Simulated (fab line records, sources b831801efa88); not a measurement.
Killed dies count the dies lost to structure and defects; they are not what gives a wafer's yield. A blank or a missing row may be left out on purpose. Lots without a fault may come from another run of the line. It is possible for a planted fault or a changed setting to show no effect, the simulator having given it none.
Matching of chambers + flow gf180mcu + rie si-02 running GF_STI_ETCH_14: 4 sister chambers
The step etches Si in HBr/Cl2/O2, target depth 360 nm, time 102.9 s. 4 wafers are shown with their chamber, then 6 later ones without.

== EACH WAFER AND ITS CHAMBER ==
| wafer  | chamber | drypump motor current A (A) |
|--------|---------|-----------------------------|
| L491.3 | 3       | 6.6                         |
| L502.6 | 1       | 5.9                         |
| L503.1 | 2       | 6.6                         |
| L503.5 | 0       | 6.0                         |

== WAFERS WHOSE CHAMBER IS MISSING ==
| wafer  | drypump motor current A (A) |
|--------|-----------------------------|
| L504.3 | 6.6                         |
| L504.4 | 6.0                         |
| L504.6 | 6.6                         |
| L508.1 | 6.6                         |
| L508.2 | 6.0                         |
| L508.6 | 6.7                         |

== WHICH CHAMBER EACH WENT THROUGH ==
| wafer  | from the rows above     | in truth |
|--------|-------------------------|----------|
| L504.3 | can't be placed: 2 or 3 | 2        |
| L504.4 | 0                       | 0        |
| L504.6 | can't be placed: 2 or 3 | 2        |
| L508.1 | can't be placed: 2 or 3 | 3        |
| L508.2 | 0                       | 0        |
| L508.6 | can't be placed: 2 or 3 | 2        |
Correctly placed: 2 of 6. Can't be placed from these rows: 4 (the true chamber is among the candidates in 4). Wrongly placed: 0.
How it was worked out, from the rows above alone: a wafer's distance from a chamber is the root of the sum, over the readings, of the square of ((its reading less the chamber's mean) divided by the reading's scatter). The wafer belongs to the nearest chamber; if the next one is less than 2 further off, it can't be placed. A chamber's mean is the mean of its shown wafers. The scatter: root of mean squared gap, hidden wafer to nearest shown wafer, with one shown wafer a chamber.
